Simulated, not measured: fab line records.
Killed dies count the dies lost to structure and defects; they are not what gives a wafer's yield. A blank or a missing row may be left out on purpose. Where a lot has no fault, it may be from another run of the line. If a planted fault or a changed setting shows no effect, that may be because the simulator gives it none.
Split-lot study ; flow sky130 ; 23 wafers read across 5 lots, on a route 708 steps long

== SPLIT DETAILS ==
At SKY_METAL1_DEVELOP_14 (develop time 60 s), the setting dev_temp_c was moved away from the recipe's 21 C on 10 of the 23 wafers read, by -17.1% to -5.2%. All remaining wafers had this setting at the recipe value.

The file shows no step between the split and the reading.

== THE READING ==
Shown in nm: cd_nm at SKY_METAL1_CD_MEAS_15, with target cd 140 nm. On this fab line, fault-free wafers typically give 139.8 nm with a standard deviation of 1.3 nm.

wafer;tool, chamber at the split;dev_temp_c as run, C;against the recipe;cd_nm, nm;against lot-mates on the recipe
L074.1;litho_track-03, 0;21;recipe;141.0;-
L074.3;litho_track-03, 0;17.53;-16.5%;143.2;+2.8
L074.4;litho_track-03, 0;17.53;-16.5%;142.8;+2.4
L074.5;litho_track-03, 0;17.53;-16.5%;142.5;+2.1
L074.6;litho_track-03, 0;21;recipe;139.8;-
L079.4;litho_track-03, 0;21;recipe;140.8;-
L079.5;litho_track-03, 0;21;recipe;141.3;-
L079.6;litho_track-03, 0;21;recipe;140.5;-
L082.1;litho_track-02, 0;19.9;-5.2%;141.3;+1.3
L082.2;litho_track-02, 0;21;recipe;139.5;-
L082.4;litho_track-02, 0;21;recipe;140.6;-
L082.5;litho_track-02, 0;21;recipe;140.0;-
L082.6;litho_track-02, 0;19.9;-5.2%;141.7;+1.7
L083.1;litho_track-03, 0;21;recipe;140.5;-
L083.2;litho_track-03, 0;21;recipe;140.4;-
L083.3;litho_track-03, 0;19.79;-5.8%;140.8;+0.7
L083.4;litho_track-03, 0;19.79;-5.8%;140.9;+0.8
L083.5;litho_track-03, 0;21;recipe;139.5;-
L084.1;litho_track-02, 0;21;recipe;143.3;-
L084.2;litho_track-02, 0;17.4;-17.1%;145.4;+2.8
L084.3;litho_track-02, 0;17.4;-17.1%;145.4;+2.8
L084.5;litho_track-02, 0;21;recipe;142.0;-
L084.6;litho_track-02, 0;17.4;-17.1%;145.6;+2.9

FIT RESULTS
A straight line over all 23 wafers: cd_nm changes by -0.206 nm for each +1% of dev_temp_c; r = -0.81; the points scatter about the line by 1.1 nm.
The same after taking each lot's own level away (the mean of its wafers on the recipe; 23 wafers): -0.156 nm for each +1%; r = -0.93; scatter 0.46 nm.
On that fit, the largest move of dev_temp_c shifts the reading by 2.7 nm.
The span of the lots' own levels, 140.03 to 142.65 nm, comes to 2.0 times the standard deviation stated above.
In other words, the slope is changed by the lot-to-lot level; the two fits disagree.
Check: +2.71 nm against its lot-mates is what the line predicts for one of the wafers moved furthest among these (-17.1%) when that wafer is left out of the fit. Against them it came out at +2.75 nm.

== OTHER SPLITS ON THESE WAFERS ==
Other splits were also applied to these wafers ahead of the reading. Each is held against what the fit with the lots' levels taken away leaves over:
other split on the same wafers;wafers away from the commonest value;r with cd_nm (lot level and that fit taken away)
SKY_LI_CONTACT_CVD_21 temp_c;5;-0.13
SKY_LOCAL_INTERCONNECT_EXPOSE_08 dose_mj;6;-0.10
SKY_LOCAL_INTERCONNECT_ETCH_13 ion_energy_ev;10;-0.36
SKY_CONTACT_CVD_24 pressure_torr;15;-0.05
SKY_METAL1_COAT_10 resist_thk_nm;10;+0.03

== THE FILE'S OWN FIT ==
cd_nm changes by -0.16 nm for each +1% of dev_temp_c, r = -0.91.
